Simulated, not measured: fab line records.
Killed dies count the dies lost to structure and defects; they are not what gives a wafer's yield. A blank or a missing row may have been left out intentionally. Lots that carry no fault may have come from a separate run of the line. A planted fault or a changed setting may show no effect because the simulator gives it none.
fab line records -- flow sky130
record: lots: 12, wafers: 36, last_day: 50
route steps=708 shown METAL2@487 METAL3@569 VIA4@640 METAL5@678 PAD_OPEN@708
lots that met no fault: taken from a fault-free run of the same line
start_h: start of the lot's first displayed wafer, in hours after the record's first day -- wait_h: how many hours have passed since the lot's step before this one -- " same as the row above -- L1.1+2: one row covering several wafers at once -- - either no value or no given start -- * or withheld: withheld -- < > ~ a bound
route shown NAME@n: a module of which the file shows steps, and the number in the route of the first -- usual: the fault-free wafers' mean and standard deviation -- same: alike in all rows -- chamber/n: place in a boat -- sites: the reading at each site -- _std_site: how widely they spread, as a standard deviation -- _edge_site: outer sites' mean less inner sites' -- radius_mm: how far each site lies from the wafer's centre -- mask NAME#n: copy n -- behind: the most recent tool/chamber to have shaped the wafer -- hold: what put the lot on hold/how long, in hours/how the hold closed -- device: transistor that didn't switch, given as n, p or np -- end of line: tests run on the same wafers once the route is complete -- a step without rows: its recipe alone -- killed: dies that structure and defects cost at the first sort, which is not the same as the wafer's yield -- map: per-die view of a wafer (x killed, . not killed, _ where there is no die)
set.NAME: the run value of the setting; set.NAME@STEP: its run value at that earlier step -- model.NAME: the simulator's own value behind a step, which no gauge read
one table for each step of the route and one row for each wafer, over a sample of lots
services: a tool's chamber out of use, with start hour (start_h, from the record's first day; less than 0 if before it), hours out, and reason
== steps ==
step: SKY_METAL2_SPUTTER_04
recipe: material: TiN, target_thk_nm: 70, power_w: 6500, time_s: 58.3, chamber_pressure_pa: 0.4
usual: chamber_pressure_pa: 0.3998/0.00093, throttle_valve_pct: 30.5/0.72
same: time_s: 58.3
lot.wafer,tool,chamber,start_h,wait_h,chamber_pressure_pa,throttle_valve_pct
L216.1,pvd_sputter-01,-,827.28,0.0,0.4013,30.3
L216.2,pvd_sputter-01,-,827.28,0.0,0.3990,30.3
L216.4,pvd_sputter-01,-,827.28,0.0,0.4001,31.5
L219.1,pvd_sputter-04,-,834.45,0.0,0.4013,30.2
L219.2,pvd_sputter-04,-,834.45,0.0,0.4005,31.6
L219.5,pvd_sputter-04,-,834.45,0.0,0.4015,31.6
L220.2,pvd_sputter-04,-,843.32,0.0,0.3994,29.4
L220.5,pvd_sputter-04,-,843.32,0.0,0.3983,29.9
L220.6,pvd_sputter-04,-,843.32,0.0,0.3991,31.5
L222.3,pvd_sputter-03,-,850.56,0.0,0.4002,30.6
L222.4,pvd_sputter-03,-,850.56,0.0,0.3985,29.7
L222.6,pvd_sputter-03,-,850.56,0.0,0.3992,30.8
L223.1,pvd_sputter-01,-,863.62,0.0,0.3992,29.9
L223.2,pvd_sputter-01,-,863.62,0.0,0.3993,30.8
L223.4,pvd_sputter-01,-,863.62,0.0,0.3993,30.1
L224.1,pvd_sputter-03,-,867.17,0.0,0.4002,29.1
L224.2,pvd_sputter-03,-,867.17,0.0,0.4002,30.8
L224.6,pvd_sputter-03,-,867.17,0.0,0.4001,31.0
L225.4,pvd_sputter-03,-,870.91,0.0,0.3995,29.7
L225.5,pvd_sputter-03,-,870.91,0.0,0.4013,30.7
L225.6,pvd_sputter-03,-,870.91,0.0,0.4000,31.4
L227.2,pvd_sputter-04,-,890.77,0.0,0.3998,29.4
L227.4,pvd_sputter-04,-,890.77,0.0,0.3972,30.1
L227.6,pvd_sputter-04,-,890.77,0.0,0.3990,30.7
L228.3,pvd_sputter-01,-,897.14,0.0,0.4007,30.7
L228.4,pvd_sputter-01,-,897.14,0.0,0.4013,29.9
L228.6,pvd_sputter-01,-,897.14,0.0,0.3985,30.8
L231.3,pvd_sputter-03,-,931.52,0.0,0.4006,30.6
L231.4,pvd_sputter-03,-,931.52,0.0,0.4002,30.9
L231.6,pvd_sputter-03,-,931.52,0.0,0.4004,31.1
L237.2,pvd_sputter-04,-,950.55,0.0,0.3998,30.1
L237.3,pvd_sputter-04,-,950.55,0.0,0.4002,31.1
L237.5,pvd_sputter-04,-,950.55,0.0,0.3979,29.2
L238.1,pvd_sputter-01,-,952.89,0.0,0.4012,30.3
L238.3,pvd_sputter-01,-,952.89,0.0,0.4009,29.6
L238.6,pvd_sputter-01,-,952.89,0.0,0.3992,30.1
step: SKY_METAL3_STRIP_19
recipe: chemistry: O2/N2, power_w: 1400, pressure_mtorr: 1500, platen_temp_c: withheld, o2_flow_sccm: 3000, n2_flow_sccm: 300, overash_fraction: 0.5
usual: drypump_motor_current_A: 5.6/0.47, oes_product_au: 0.502/0.0056, strip_time_to_endpoint_s: 6.51/0.064
lot.wafer,tool,chamber,start_h,wait_h,drypump_motor_current_A,oes_product_au,rf_hours_counter_h,strip_time_to_endpoint_s
L216.1,plasma_asher-04,1,932.83,0.3,4.8,0.501,48,6.51
L216.2,plasma_asher-04,0,932.83,0.3,6.2,0.498,48,6.46
L216.4,plasma_asher-04,1,932.83,0.3,4.8,0.495,-,6.45
L219.1,plasma_asher-02,0,939.39,0.1,5.8,0.508,19,6.52
L219.2,plasma_asher-02,1,939.39,0.1,6.1,0.507,19,6.57
L219.5,plasma_asher-02,0,939.39,0.1,5.8,0.500,-,6.51
L220.2,plasma_asher-04,1,947.59,0.2,4.8,0.503,50,6.46
L220.5,plasma_asher-04,1,947.59,0.2,4.8,0.504,-,6.49
L220.6,plasma_asher-04,0,947.59,0.2,6.2,0.497,-,6.44
L222.3,plasma_asher-03,0,953.78,0.1,5.3,0.502,-,6.51
L222.4,plasma_asher-03,1,953.78,0.1,5.4,0.512,-,6.63
L222.6,plasma_asher-03,1,953.78,0.1,5.4,0.511,-,6.63
L223.1,plasma_asher-03,1,965.54,0.1,5.4,0.502,82,6.46
L223.2,plasma_asher-03,0,965.54,0.1,5.3,0.511,82,6.53
L223.4,plasma_asher-03,0,965.54,0.1,5.3,0.498,-,6.45
L224.1,plasma_asher-04,0,969.09,0.1,6.2,0.511,51,6.60
L224.2,plasma_asher-04,1,969.09,0.1,4.8,0.504,51,6.51
L224.6,plasma_asher-04,0,969.09,0.1,6.2,0.505,-,6.47
L225.4,plasma_asher-02,1,974.48,0.1,6.0,0.509,-,6.62
L225.5,plasma_asher-02,1,974.48,0.1,6.1,0.503,-,6.57
L225.6,plasma_asher-02,0,974.48,0.1,5.7,0.501,-,6.61
L227.2,plasma_asher-02,1,991.94,0.1,6.1,0.505,24,6.55
L227.4,plasma_asher-02,1,991.94,0.1,6.1,0.503,-,6.58
L227.6,plasma_asher-02,1,991.94,0.1,6.0,0.505,-,6.53
L228.3,plasma_asher-02,0,999.54,0.1,5.7,0.506,-,6.52
L228.4,plasma_asher-02,1,999.54,0.1,6.1,0.514,-,6.57
L228.6,plasma_asher-02,1,999.54,0.1,6.1,0.500,-,6.46
L231.3,plasma_asher-04,1,1031.72,0.1,4.8,0.493,-,6.50
L231.4,plasma_asher-04,0,1031.72,0.1,6.2,0.498,-,6.52
L231.6,plasma_asher-04,0,1031.72,0.1,6.2,0.505,-,6.53
L237.2,plasma_asher-04,0,1049.59,0.1,6.2,0.505,58,6.38
L237.3,plasma_asher-04,0,1049.59,0.1,6.2,0.497,-,6.34
L237.5,plasma_asher-04,1,1049.59,0.1,4.8,0.496,-,6.47
L238.1,plasma_asher-04,1,1050.76,0.1,4.8,0.502,59,6.58
L238.3,plasma_asher-04,1,1050.76,0.1,4.8,0.490,-,6.42
L238.6,plasma_asher-04,0,1050.76,0.1,6.2,0.504,-,6.56
step: SKY_VIA4_THK_MEAS_01
recipe: reads: SiO2_of_VIA4_HDPCVD_00
usual: VIA4_HDPCVD_THK: 1776/16
lot.wafer,tool,chamber,start_h,wait_h,VIA4_HDPCVD_THK[nm]
L216.1,film_metro-02,-,1008.77,0.1,1782
L216.2,film_metro-02,-,1008.77,0.1,1790
L216.4,film_metro-02,-,1008.77,0.1,1790
L219.1,film_metro-03,-,1015.65,0.1,1769
L219.2,film_metro-03,-,1015.65,0.1,1774
L219.5,film_metro-03,-,1015.65,0.1,1763
L220.2,film_metro-02,-,1023.53,0.1,1762
L220.5,film_metro-02,-,1023.53,0.1,1768
L220.6,film_metro-02,-,1023.53,0.1,1783
L222.3,film_metro-01,-,1027.52,0.1,1769
L222.4,film_metro-01,-,1027.52,0.1,1784
L222.6,film_metro-01,-,1027.52,0.1,1771
L223.1,film_metro-02,-,1041.20,0.1,1782
L223.2,film_metro-02,-,1041.20,0.1,1765
L223.4,film_metro-02,-,1041.20,0.1,1769
L224.1,film_metro-02,-,1043.26,0.1,1816
L224.2,film_metro-02,-,1043.26,0.1,1788
L224.6,film_metro-02,-,1043.26,0.1,1768
L225.4,film_metro-03,-,1050.15,0.0,1799
L225.5,film_metro-03,-,1050.15,0.0,1772
L225.6,film_metro-03,-,1050.15,0.0,1744
L227.2,film_metro-02,-,1065.40,0.1,1790
L227.4,film_metro-02,-,1065.40,0.1,1791
L227.6,film_metro-02,-,1065.40,0.1,1798
L228.3,film_metro-01,-,1073.22,0.1,1791
L228.4,film_metro-01,-,1073.22,0.1,1812
L228.6,film_metro-01,-,1073.22,0.1,1808
L231.3,film_metro-02,-,1102.34,0.1,1789
L231.4,film_metro-02,-,1102.34,0.1,1787
L231.6,film_metro-02,-,1102.34,0.1,1814
L237.2,film_metro-02,-,1118.51,0.1,1758
L237.3,film_metro-02,-,1118.51,0.1,1753
L237.5,film_metro-02,-,1118.51,0.1,1782
L238.1,film_metro-02,-,1119.81,0.1,1743
L238.3,film_metro-02,-,1119.81,0.1,1757
L238.6,film_metro-02,-,1119.81,0.1,1743
step: SKY_METAL5_STRIP_17
recipe: chemistry: post_etch_residue_remover, time_s: 1200, temp_c: 72.5
usual: bath_heat_duty_pct: 14.6/1.4
same: time_s: 1200
lot.wafer,tool,chamber,start_h,wait_h,bath_heat_duty_pct
L216.1,wet_bench-03,1,1056.29,0.1,14.3
L216.2,wet_bench-03,1,1056.29,0.1,12.6
L216.4,wet_bench-03,1,1056.29,0.1,12.8
L219.1,wet_bench-01,0,1063.45,0.1,15.7
L219.2,wet_bench-01,0,1063.45,0.1,15.7
L219.5,wet_bench-01,0,1063.45,0.1,14.3
L220.2,wet_bench-02,2,1069.73,0.1,16.6
L220.5,wet_bench-02,2,1069.73,0.1,15.6
L220.6,wet_bench-02,2,1069.73,0.1,15.6
L222.3,wet_bench-03,2,1074.53,0.0,13.6
L222.4,wet_bench-03,2,1074.53,0.0,15.1
L222.6,wet_bench-03,2,1074.53,0.0,13.4
L223.1,wet_bench-02,1,1086.23,0.1,12.8
L223.2,wet_bench-02,1,1086.23,0.1,14.0
L223.4,wet_bench-02,1,1086.23,0.1,14.1
L224.1,wet_bench-02,3,1088.80,0.1,12.0
L224.2,wet_bench-02,3,1088.80,0.1,12.5
L224.6,wet_bench-02,3,1088.80,0.1,12.8
L225.4,wet_bench-03,0,1095.68,0.0,14.3
L225.5,wet_bench-03,0,1095.68,0.0,15.4
L225.6,wet_bench-03,0,1095.68,0.0,13.9
L227.2,wet_bench-02,0,1109.40,0.1,14.5
L227.4,wet_bench-02,0,1109.40,0.1,17.2
L227.6,wet_bench-02,0,1109.40,0.1,14.8
L228.3,wet_bench-01,1,1117.92,0.0,16.2
L228.4,wet_bench-01,1,1117.92,0.0,16.2
L228.6,wet_bench-01,1,1117.92,0.0,15.8
L231.3,wet_bench-02,1,1143.45,0.0,12.8
L231.4,wet_bench-02,1,1143.45,0.0,14.6
L231.6,wet_bench-02,1,1143.45,0.0,15.0
L237.2,wet_bench-02,2,1157.65,0.1,16.9
L237.3,wet_bench-02,2,1157.65,0.1,16.5
L237.5,wet_bench-02,2,1157.65,0.1,16.2
L238.1,wet_bench-03,3,1159.42,0.1,12.5
L238.3,wet_bench-03,3,1159.42,0.1,12.8
L238.6,wet_bench-03,3,1159.42,0.1,12.0
step: SKY_PAD_OPEN_PROBE_99
usual: defect_limited_yield: 82.6/1.9, killed_at_M0_to_M3: 43/7.1, killed_at_M4_up: 3.0/1.6, killed_at_contacts: 24/5.3, killed_at_front_end: 16/4.1, killed_at_other: 0.5/0.82, killed_dies: 86/9.4, killed_open: 46/6.9, killed_short: 39/6.5, sort_bin_3_pad_short: 0.9/0.45, sort_bin_5_function: 10.3/1.5, sort_bin_6_memory: 6.2/1.1, sort_n_pass: 406/9.4, sort_yield_pct: 82.6/1.9
same: gross_dies: 492, killed_at_back_side: 0, sort_bin_4_leakage[%]: 0, sort_bin_8_speed[%]: 0
lot.wafer,tool,chamber,start_h,wait_h,defect_limited_yield[%],killed_at_M0_to_M3,killed_at_M4_up,killed_at_contacts,killed_at_front_end,killed_at_other,killed_dies,killed_open,killed_short,sort_bin_3_pad_short[%],sort_bin_5_function[%],sort_bin_6_memory[%],sort_n_pass,sort_yield_pct[%]
L220.2,prober-01,-,1114.81,0.1,81.3,40,2,35,15,0,92,55,37,1.2,12.8,4.7,400,81.3
L220.5,prober-01,-,1114.96,0.2,81.5,45,3,27,14,2,91,49,40,0.8,12.4,5.3,401,81.5
L220.6,prober-01,-,1115.01,0.2,82.5,47,0,25,14,0,86,47,39,1.6,8.5,7.3,406,82.5
L222.4,prober-01,-,1118.93,0.2,82.7,42,3,27,13,0,85,53,32,0.6,10.2,6.5,407,82.7
L222.6,prober-01,-,1119.03,0.2,83.7,40,5,22,10,3,80,38,42,0.8,9.1,6.3,412,83.7
L225.6,prober-02,-,1139.21,0.2,83.3,50,1,16,15,0,82,48,34,0.6,9.8,6.3,410,83.3
L227.6,prober-02,-,1150.82,0.2,81.9,41,3,28,17,0,89,43,45,1.6,9.6,6.9,403,81.9
L228.3,prober-01,-,1157.30,0.2,80.1,57,1,23,17,0,98,51,47,1.2,11.8,6.9,394,80.1
L228.4,prober-01,-,1157.35,0.2,82.1,50,4,19,15,0,88,46,42,0.4,10.8,6.7,404,82.1
L228.6,prober-01,-,1157.45,0.2,79.9,44,2,40,13,0,99,53,46,1.8,11.6,6.7,393,79.9
L237.2,prober-02,-,1193.86,0.1,74.4,45,40,28,13,0,126,46,43,3.7,16.1,5.9,366,74.4
L237.3,prober-02,-,1193.91,0.2,74.2,39,42,26,20,0,127,46,42,1.8,16.1,7.9,365,74.2
L237.5,prober-02,-,1194.01,0.2,78.9,32,34,23,14,1,104,40,32,2.0,12.8,6.3,388,78.9
killed by level:class
L220.2 CONTACT:geometric_particle:open=13 LI_CONTACT:geometric_particle:open=11 VIA1:geometric_particle:open=8 VIA3:geometric_particle:short=6 VIA3:geometric_particle:open=5 LOCAL_INTERCONNECT:geometric_particle:short=5 LI_CONTACT:geometric_particle:short=4 METAL1:geometric_particle:short=4
L220.5 VIA1:geometric_particle:open=11 CONTACT:geometric_particle:open=10 CONTACT:geometric_particle:short=7 VIA1:geometric_particle:short=6 VIA3:geometric_particle:open=6 VIA3:geometric_particle:short=6 LI_CONTACT:geometric_particle:open=5 METAL2:geometric_particle:short=5
L220.6 VIA1:geometric_particle:open=11 CONTACT:geometric_particle:open=9 LI_CONTACT:geometric_particle:open=8 METAL1:geometric_particle:short=6 METAL2:geometric_particle:short=6 VIA2:geometric_particle:open=6 METAL3:geometric_particle:short=6 FIELD_ISO:geometric_particle:open=4
L222.4 LI_CONTACT:geometric_particle:open=9 CONTACT:geometric_particle:open=9 VIA3:geometric_particle:open=9 VIA1:geometric_particle:open=7 METAL1:geometric_particle:open=5 VIA2:geometric_particle:open=5 POLY_GATE:geometric_particle:open=4 METAL1:geometric_particle:short=4
L222.6 VIA2:geometric_particle:open=7 LI_CONTACT:geometric_particle:open=6 VIA1:geometric_particle:open=6 METAL3:geometric_particle:short=6 VIA3:geometric_particle:open=6 CONTACT:geometric_particle:short=5 LOCAL_INTERCONNECT:geometric_particle:short=4 METAL1:geometric_particle:short=4
L225.6 VIA2:geometric_particle:open=11 VIA1:geometric_particle:open=10 VIA3:geometric_particle:open=8 METAL2:geometric_particle:short=5 CONTACT:geometric_particle:open=5 LI_CONTACT:geometric_particle:short=4 LI_CONTACT:geometric_particle:open=4 VIA3:geometric_particle:short=4
L227.6 VIA1:geometric_particle:open=11 CONTACT:geometric_particle:open=7 FIELD_ISO:geometric_particle:open=6 LI_CONTACT:geometric_particle:open=6 CONTACT:geometric_particle:short=6 METAL1:geometric_particle:short=6 METAL2:geometric_particle:short=6 LI_CONTACT:geometric_particle:short=5
L228.3 VIA1:geometric_particle:open=14 CONTACT:geometric_particle:open=11 VIA1:geometric_particle:short=8 VIA2:geometric_particle:open=8 METAL1:geometric_particle:short=7 FIELD_ISO:geometric_particle:short=5 METAL3:geometric_particle:short=5 LI_CONTACT:geometric_particle:open=4
L228.4 VIA1:geometric_particle:open=11 LI_CONTACT:geometric_particle:open=8 VIA3:geometric_particle:open=8 METAL1:geometric_particle:short=7 METAL3:geometric_particle:short=6 VIA2:geometric_particle:short=4 LOCAL_INTERCONNECT:geometric_particle:short=4 CONTACT:geometric_particle:open=4
L228.6 LI_CONTACT:geometric_particle:open=14 VIA1:geometric_particle:open=11 CONTACT:geometric_particle:open=10 VIA1:geometric_particle:short=8 LI_CONTACT:geometric_particle:short=7 FIELD_ISO:geometric_particle:short=6 VIA2:geometric_particle:open=5 CONTACT:geometric_particle:short=5
L237.2 METAL5:unspecified=37 CONTACT:geometric_particle:open=12 VIA2:geometric_particle:open=9 VIA1:geometric_particle:open=8 CONTACT:geometric_particle:short=7 VIA1:geometric_particle:short=6 VIA3:geometric_particle:open=5 LI_CONTACT:geometric_particle:open=4
L237.3 METAL5:unspecified=39 CONTACT:geometric_particle:open=12 FIELD_ISO:geometric_particle:open=8 VIA2:geometric_particle:short=7 VIA1:geometric_particle:open=7 VIA3:geometric_particle:open=7 FIELD_ISO:geometric_particle:short=5 LOCAL_INTERCONNECT:geometric_particle:short=5
L237.5 METAL5:unspecified=32 CONTACT:geometric_particle:open=8 VIA3:geometric_particle:open=7 CONTACT:geometric_particle:short=6 LI_CONTACT:geometric_particle:open=5 METAL1:geometric_particle:short=5 VIA2:geometric_particle:open=4 METAL2:geometric_particle:short=4
== services ==
tool,chamber,start_h,hours,kind
plasma_asher-03,-,826.60,3.1,repair
wet_bench-03,-,829.22,5.8,repair
plasma_asher-04,-,835.54,2.6,repair
plasma_asher-02,-,869.41,5.4,repair
pvd_sputter-04,-,880.49,1.2,repair
pvd_sputter-03,-,889.81,9.0,repair
pvd_sputter-04,0,895.36,-,consumable_replace:kit
pvd_sputter-04,0,895.36,18.0,scheduled_down
pvd_sputter-04,0,895.36,18.0,vent_cycle
plasma_asher-02,-,897.30,5.9,repair
wet_bench-02,-,946.67,1.7,repair
plasma_asher-04,-,948.38,13.0,repair
pvd_sputter-01,0,952.94,-,consumable_replace:kit
pvd_sputter-01,0,952.94,18.0,scheduled_down
pvd_sputter-01,0,952.94,18.0,vent_cycle
pvd_sputter-03,0,967.01,-,consumable_replace:kit
pvd_sputter-03,0,967.01,18.0,scheduled_down
pvd_sputter-03,0,967.01,18.0,vent_cycle
wet_bench-01,-,982.79,53.1,pm
pvd_sputter-03,-,1013.09,3.5,repair
pvd_sputter-04,-,1122.43,0.6,repair
pvd_sputter-01,-,1133.79,1.3,repair
plasma_asher-02,-,1146.40,2.8,pm
plasma_asher-04,-,1155.68,8.8,pm
== key ==
first_sign: step: SKY_PAD_OPEN_PROBE_99, reading: killed_at_M4_up, direction: up, sigmas: 22, usual: 3.0, struck: 38.7
effect: step: SKY_PAD_OPEN_PROBE_99, reading: defect_limited_yield, direction: down, sigmas: 3.6, usual: 82.6, struck: 75.8
met_at SKY_METAL5_STRIP_17
struck_lots L237
struck_wafers L237.2,L237.3,L237.5
not_acting_at SKY_METAL2_SPUTTER_04,SKY_METAL3_STRIP_19,SKY_VIA4_THK_MEAS_01
onset_between 1069.73 1157.65
fault: kind: chamber_particle_source, tool: wet_bench-02, chamber: 2, onset_h: 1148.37, steps: SKY_METAL5_STRIP_17, rate_per_visit_cm2: 0.65931, end_h: 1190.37
